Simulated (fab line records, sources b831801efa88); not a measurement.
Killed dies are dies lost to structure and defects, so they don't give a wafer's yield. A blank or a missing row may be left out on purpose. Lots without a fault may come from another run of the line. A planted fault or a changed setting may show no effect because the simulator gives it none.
Which tool did it? | flow gf180mcu | 14 lots, 42 wafers sampled, at 5 steps of a route of 602

WHAT THE GAUGES READ, wafer by wafer
GF_POLY_GATE_THK_MEAS_01. Usual: POLY_GATE_CVD_00_THK 199.2 nm, standard deviation 1.6.
lot  | measured     | on            | POLY_GATE_CVD_00_THK (nm)           | flag
L505 | day 8 15:56  | film_metro-01 | 201.4 200.0 202.0                   |
L506 | day 8 22:58  | film_metro-01 | 202.3 200.8 199.2                   |
L507 | day 9 08:32  | film_metro-01 | 201.0 203.2 202.7                   |
L508 | day 9 10:06  | film_metro-03 | 199.4 199.5 198.4                   |
L510 | day 10 01:46 | film_metro-04 | 198.5 197.0 197.8                   |
L512 | day 10 15:23 | film_metro-03 | 397.0 398.0 397.8 397.0 397.9 397.3 | OFF
L513 | day 10 18:37 | film_metro-01 | 199.5 198.8 200.4                   |
L514 | day 11 02:17 | film_metro-03 | 402.8 400.4 400.6 402.8 400.5 400.2 | OFF
L518 | day 12 05:30 | film_metro-01 | 198.9 197.3 200.1                   |
L521 | day 13 04:45 | film_metro-04 | 198.6 201.4 198.5                   |
L522 | day 13 07:43 | film_metro-03 | 198.6 197.3 198.3                   |
L523 | day 13 13:48 | film_metro-04 | 200.7 201.0 201.2                   |
L524 | day 13 22:26 | film_metro-04 | 198.4 198.3 198.5                   |
L527 | day 14 18:51 | film_metro-03 | 199.3 198.1 199.2                   |

GF_PSD_CD_MEAS_07: target cd 400 nm. Usual: cd_nm 399.9 nm, standard deviation 1.9.
lot  | measured     | on        | cd_nm (nm)        | flag
L505 | day 14 10:10 | cd_sem-02 | 398.9 398.4 396.0 |
L506 | day 14 17:22 | cd_sem-02 | 401.6 399.9 399.5 |
L507 | day 15 06:38 | cd_sem-01 | 398.7 396.5 397.8 |
L508 | day 15 07:00 | cd_sem-01 | 400.3 400.8 397.7 |
L510 | day 16 03:17 | cd_sem-01 | 397.3 399.4 399.0 |
L513 | day 17 01:00 | cd_sem-01 | 402.7 400.0 400.0 |
L518 | day 18 21:47 | cd_sem-01 | 396.8 398.9 398.3 |
L521 | day 20 00:05 | cd_sem-02 | 399.4 398.3 399.6 |
L522 | day 20 06:13 | cd_sem-02 | 402.5 402.2 403.8 |
L523 | day 20 11:52 | cd_sem-01 | 400.4 401.3 399.7 |
L524 | day 20 19:39 | cd_sem-02 | 399.0 399.5 400.7 |
L527 | day 21 18:40 | cd_sem-02 | 398.3 398.8 397.9 |

GF_PSD_RS_MEAS_14: measures by four-point-probe. Usual: NSD_RS 46.15 ohm/sq, standard deviation 0.077.
lot  | measured     | on            | NSD_RS (ohm/sq)   | flag
L505 | day 14 10:49 | film_metro-01 | 46.16 46.07 46.17 |
L506 | day 14 18:01 | film_metro-02 | 46.06 46.18 46.08 |
L507 | day 15 07:14 | film_metro-03 | 46.36 46.24 46.16 |
L508 | day 15 07:36 | film_metro-03 | 46.11 46.12 46.14 |
L510 | day 16 03:53 | film_metro-03 | 46.05 46.16 46.20 |
L513 | day 17 01:36 | film_metro-03 | 46.15 46.12 46.13 |
L518 | day 18 22:23 | film_metro-03 | 46.24 46.09 46.13 |
L521 | day 20 00:46 | film_metro-03 | 46.18 46.21 46.16 |
L522 | day 20 06:54 | film_metro-03 | 46.25 46.16 46.07 |
L523 | day 20 12:29 | film_metro-02 | 46.16 46.14 46.05 |
L524 | day 20 20:15 | film_metro-01 | 46.18 46.16 46.06 |
L527 | day 21 19:20 | film_metro-01 | 46.09 46.25 46.24 |

WHICH TOOL RAN EACH LOT (tool, then ch and the chambers of the sampled wafers, then the start)
lot  | GF_STI_ETCH_14                  | GF_POLY_GATE_CVD_00
L505 | rie_si-01 ch 0,2, day 2 01:36   | lpcvd-02 ch 1, day 8 14:35
L506 | rie_si-01 ch 2,3, day 2 06:12   | lpcvd-02 ch 0, day 8 21:37
L507 | rie_si-01 ch 1,3, day 2 11:46   | lpcvd-01 ch 0, day 9 07:12
L508 | rie_si-01 ch 1,2,3, day 2 16:29 | lpcvd-02 ch 0, day 9 08:45
L510 | rie_si-01 ch 0,1,2, day 3 04:24 | lpcvd-02 ch 1, day 10 00:25
L512 | rie_si-01 ch 1,2,3, day 3 13:48 | lpcvd-01 ch 1, day 10 12:34
L513 | rie_si-01 ch 1,3, day 3 18:40   | lpcvd-01 ch 0, day 10 17:16
L514 | rie_si-02 ch 1,2,3, day 4 01:04 | lpcvd-01 ch 0, day 10 23:23
L518 | rie_si-01 ch 0,1,2, day 4 20:40 | lpcvd-01 ch 1, day 12 04:10
L521 | rie_si-02 ch 1,2, day 5 12:01   | lpcvd-02 ch 1, day 13 03:25
L522 | rie_si-01 ch 0,2, day 5 17:03   | lpcvd-02 ch 0, day 13 06:22
L523 | rie_si-02 ch 0,1, day 5 22:10   | lpcvd-02 ch 0, day 13 12:27
L524 | rie_si-01 ch 0,1, day 6 04:03   | lpcvd-01 ch 0, day 13 21:05
L527 | rie_si-01 ch 0,2,3, day 6 20:00 | lpcvd-02 ch 0, day 14 17:31
- GF_STI_ETCH_14: etches Si in HBr/Cl2/O2, target depth 360 nm, time 102.9 s.
- GF_POLY_GATE_CVD_00: deposits poly-Si, target thk 200 nm, time 1200 s.

WHAT THE TOOLS THEMSELVES READ (means of the sampled wafers that have a number; where no wafer has one, the mark that the record gives instead)
GF_STI_ETCH_14. Usual: drypump_motor_current_A 5.7 A, standard deviation 0.54; oes_product_au 0.995 a.u., standard deviation 0.0075; throttle_valve_pct 25.659 %, standard deviation 0.0098.
lot  | tool      | drypump_motor_current_A (A) | oes_product_au (a.u.) | throttle_valve_pct (%) | flag
L505 | rie_si-01 | 5.7                         | 1.003                 | 25.652                 |
L506 | rie_si-01 | 5.1                         | 0.988                 | 25.660                 |
L507 | rie_si-01 | 5.2                         | 0.999                 | 25.653                 |
L508 | rie_si-01 | 5.3                         | 0.995                 | 25.666                 |
L510 | rie_si-01 | 5.8                         | 0.995                 | 25.663                 |
L512 | rie_si-01 | 5.3                         | 0.995                 | 25.651                 |
L513 | rie_si-01 | 5.1                         | 1.000                 | 25.651                 |
L514 | rie_si-02 | 5.9                         | 0.986                 | 25.660                 |
L518 | rie_si-01 | 5.8                         | 1.001                 | 25.656                 |
L521 | rie_si-02 | 6.3                         | 0.994                 | 25.657                 |
L522 | rie_si-01 | 5.7                         | 0.989                 | 25.662                 |
L523 | rie_si-02 | 6.3                         | 0.988                 | 25.666                 |
L524 | rie_si-01 | 5.8                         | 0.993                 | 25.655                 |
L527 | rie_si-01 | 5.5                         | 0.995                 | 25.657                 |

THE ANSWER, worked out from the rows above alone
Rule: a lot is off if the mean of its wafers that have a number lies more than 3 standard deviations from the usual mean. A lot without any number at a reading at which 4 lots or more have one is off too. The other lots that the step has rows for count as sound. The gauges are gone through in route order, then the tools' own readings, and for those a lot's mean is taken as printed above. The first step at which some lot is off is used, and at that step the reading that is off furthest; a lot without a number counts as furthest.
Off: L512, L514, at GF_POLY_GATE_THK_MEAS_01 (POLY_GATE_CVD_00_THK).
A tool fits if, at a process step before that reading, it ran every lot that is off, and no sound lot after the first of them. The gauges at GF_POLY_GATE_THK_MEAS_01 are tried like those tools. None of those tried fits.

WHAT THE SIMULATOR HAD PUT IN
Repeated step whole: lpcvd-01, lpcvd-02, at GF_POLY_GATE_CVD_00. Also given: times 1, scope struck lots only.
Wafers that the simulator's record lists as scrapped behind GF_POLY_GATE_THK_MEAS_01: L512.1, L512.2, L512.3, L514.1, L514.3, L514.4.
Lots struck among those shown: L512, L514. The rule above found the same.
